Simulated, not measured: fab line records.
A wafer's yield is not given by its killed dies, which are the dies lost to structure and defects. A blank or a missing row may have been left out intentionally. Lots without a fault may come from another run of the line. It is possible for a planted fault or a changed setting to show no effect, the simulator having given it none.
Problem report, 8D (eight disciplines) form, completed by code    flow sky130    the parts of the form that need people (team, actions taken, sign-off) are left out

## 1. THE ISSUE
Across 6 wafers from 2 lots, SD_N_RS at SKY_SD_N_RS_MEAS_16 averages 69.15 ohm/sq, while fault-free wafers read 68.48 ohm/sq with a standard deviation of 0.13. That is +5.1 standard deviations from the usual mean.
The step: measures by four-point-probe.
The first sign was on wafer L814.3 at day 33 05:52, on film metro-04. The record holds 42 wafers of 14 lots with a number at this step. By rule, "out" or "out of limits" means more than 4 standard deviations away from the usual mean. All remaining wafers that have a number are taken as sound.

## 2. WHAT THIS IS AND IS NOT
question                     is                            is not
which readings at this step  SD_N_RS                       -
which lots                   L814, L816                    L798, L799, L802, L804, L805, L807, L808, L809, L810, L812, L815, L818
which wafers of those lots   all that have a number        -
read on which gauges         film metro-02, film metro-04  film metro-03
when                         from day 33 05:52             up to then (30 sound wafers); but 6 sound wafers of L815, L818 came after

## 3. WHAT RULES OUT EACH SUSPECT
Counting: a tool at a process step up to the reading stays a suspect if it ran every lot that is out and no sound lot after the first of them.
- the gauge at SKY_SD_N_RS_MEAS_16 is ruled out. Those wafers that are out were read across 2 gauges (film metro-02, film metro-04).
- implanter-01 at SKY_SD_N_IMPLANT_09: kept. All lots that are out passed through it, beginning with L814 at day 33 05:11, and no sound lot followed; its final sound lot before that point was L812 at day 32 21:16. Its own readings are out on those wafers: dose ions cm2.
The count leaves implanter-01 at SKY_SD_N_IMPLANT_09.

## 4. THE CAUSE (what the simulator had put in)
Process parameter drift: implanter-01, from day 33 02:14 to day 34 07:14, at SKY_SD_N_IMPLANT_09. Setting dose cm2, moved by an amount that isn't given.
After counting, this tool was the only one left.

## 5. THE EFFECT CHAIN, in route order
Each row: a reading whose mean over the struck wafers that have a number lies more than 3 standard deviations from the usual. Only readings for which the record gives a usual standard deviation are gone through. hours: the time from each lot's start at the first step in this table that gives one to its start at this step, as a median over the lots. sigmas: the change in usual standard deviations.
hours  step                 reading                   usual         on struck wafers  change  sigmas
0      SKY_SD_N_IMPLANT_09  dose ions cm2             4e+15         4e+15             -3e+14  -65
0      SKY_SD_N_STRIP_11    strip time to endpoint s  22.56 s       22.25             -0.31   -8.4
1      SKY_SD_N_RS_MEAS_16  SD_N_RS                   68.48 ohm/sq  69.15             +0.67   +5.1
It contains these process steps:
- SKY_SD_N_IMPLANT_09
- SKY_SD_N_STRIP_11: strips in O2/N2.

## 6. WHAT WOULD HAVE CAUGHT IT SOONER
The first out-of-limits reading at a measuring or inspecting step in this record came at day 33 05:52, 4 hours after the fault's start at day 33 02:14.
At SKY_SD_N_IMPLANT_09, the tool's own readings (dose ions cm2) were out on each struck wafer the step has a row for, so an alarm limit on them would have fired on the first such wafer.
Of the lots that are out (2), L816 began SKY_SD_N_IMPLANT_09 on implanter-01 after day 33 05:52. A hold on the tool at that time would have spared it.
